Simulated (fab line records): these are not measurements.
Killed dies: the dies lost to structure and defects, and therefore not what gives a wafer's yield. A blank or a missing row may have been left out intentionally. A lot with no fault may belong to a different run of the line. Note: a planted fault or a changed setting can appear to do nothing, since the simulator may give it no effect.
Which of the tools did it? ; flow sky130 ; Sampling: 12 lots, 36 wafers, 5 of 708 route steps

== WHAT EACH GAUGE READ, for each wafer ==
SKY_CAP2M_OVL_MEAS_12.
lot;measured;on;CAP2M_OVL (nm)
L074;day 40 16:07;overlay-01;-1.3 2.4 0.3
L077;day 41 06:03;overlay-02;0.0 0.8 0.9
L079;day 42 02:13;overlay-01;-1.2 -0.5 0.7
L081;day 42 16:42;overlay-02;-0.2 0.1 0.7
L083;day 43 06:13;overlay-01;-0.3 0.3 0.4
L085;day 44 00:09;overlay-01;-0.7 -0.1 1.0
L087;day 44 07:22;overlay-01;-1.4 -0.4 -0.7
L089;day 44 16:16;overlay-01;0.0 -1.0 0.0
L091;day 45 05:46;overlay-02;0.1 -0.7 -0.7
L093;day 45 11:56;overlay-02;-2.0 -1.5 -0.9
L095;day 46 18:43;overlay-01;2.6 0.7 0.5
L096;day 47 05:40;overlay-02;-1.7 -2.8 -1.6

== WHAT TOOL EACH LOT RAN ON (gives the tool, then ch and the chambers of the sampled wafers, and finally the start) ==
lot;SKY_NWELL_RTA_28;SKY_LI_CONTACT_ETCH_15;SKY_VIA1_ETCH_14;SKY_VIA1_SPUTTER_20
L074;rtpAnneal-01 ch 0, day 5 10:54;rieDiel-03 ch 0,1,2, day 29 03:30;rieDiel-01 ch 0,2,3, day 33 21:36;pvdSputter-03, day 33 22:17
L077;rtpAnneal-02 ch 0, day 6 02:54;rieDiel-02 ch 2,3, day 29 20:30;rieDiel-03 ch 0,1,2, day 34 14:19;pvdSputter-04, day 34 14:59
L079;rtpAnneal-01 ch 0, day 6 16:02;rieDiel-03 ch 0,1,3, day 30 19:11;rieDiel-04 ch 2,3, day 35 10:58;pvdSputter-04, day 35 11:38
L081;rtpAnneal-02 ch 0, day 6 23:07;rieDiel-03 ch 0,1,3, day 31 10:37;rieDiel-04 ch 0,1,3, day 36 01:56;pvdSputter-04, day 36 02:37
L083;rtpAnneal-01 ch 0, day 7 12:57;rieDiel-03 ch 0,1,3, day 32 00:44;rieDiel-03 ch 0,2,3, day 36 16:26;pvdSputter-04, day 36 17:07
L085;rtpAnneal-01 ch 0, day 8 02:51;rieDiel-02 ch 0,2,3, day 32 19:58;rieDiel-03 ch 0,2,3, day 37 11:38;pvdSputter-01, day 37 12:21
L087;rtpAnneal-01 ch 0, day 8 15:43;rieDiel-01 ch 0,3, day 33 10:03;rieDiel-01 ch 1,3, day 37 23:05;pvdSputter-01, day 37 23:46
L089;rtpAnneal-02 ch 0, day 9 00:00;rieDiel-02 ch 0,1,2, day 33 17:48;rieDiel-01 ch 2,3, day 38 07:29;pvdSputter-01, day 38 08:12
L091;rtpAnneal-01 ch 0, day 9 12:33;rieDiel-01 ch 0,3, day 34 11:37;rieDiel-03 ch 0,1,2, day 39 01:01;pvdSputter-01, day 39 01:41
L093;rtpAnneal-01 ch 0, day 9 21:35;rieDiel-01 ch 0,3, day 34 19:19;rieDiel-03 ch 0,1, day 39 07:55;pvdSputter-03, day 39 08:35
L095;rtpAnneal-01 ch 0, day 11 01:07;rieDiel-02 ch 1,2,3, day 36 05:57;rieDiel-04 ch 0,2,3, day 40 17:38;pvdSputter-01, day 40 18:19
L096;rtpAnneal-01 ch 0, day 11 13:16;rieDiel-01 ch 0,3, day 36 22:59;rieDiel-04 ch 0,1,2, day 41 09:41;pvdSputter-01, day 41 10:23
- SKY_NWELL_RTA_28: time 30 s.
- SKY_LI_CONTACT_ETCH_15: etches PSG in C4F8/O2/Ar, stops on Si, target depth 600 nm.
- SKY_VIA1_ETCH_14: etches BARC in N2/H2, stops on SiO2, time 45.9 s, target depth 60 nm.
- SKY_VIA1_SPUTTER_20: material TiN, target thk 20 nm, time 80 s.

== THE ANSWER, worked out from the rows above alone ==
Rule: the lots themselves supply what counts as usual. The widest of any qualifying gaps counts: lots, ordered by their means at a reading, are off when they make up no more than a third of the lots, leave a main group of 4 or more, and stand apart from it by 3 or more times the standard deviation of that group's means. A main group whose means are all the same, to the digits that the tables above print for the reading, isn't used. A lot without any number at a reading at which 4 lots or more have one is off too. All remaining lots with rows at the step are treated as sound.
None of the lots is off at any reading shown; this tells nothing.

== WHAT THE SIMULATOR PUT IN ==
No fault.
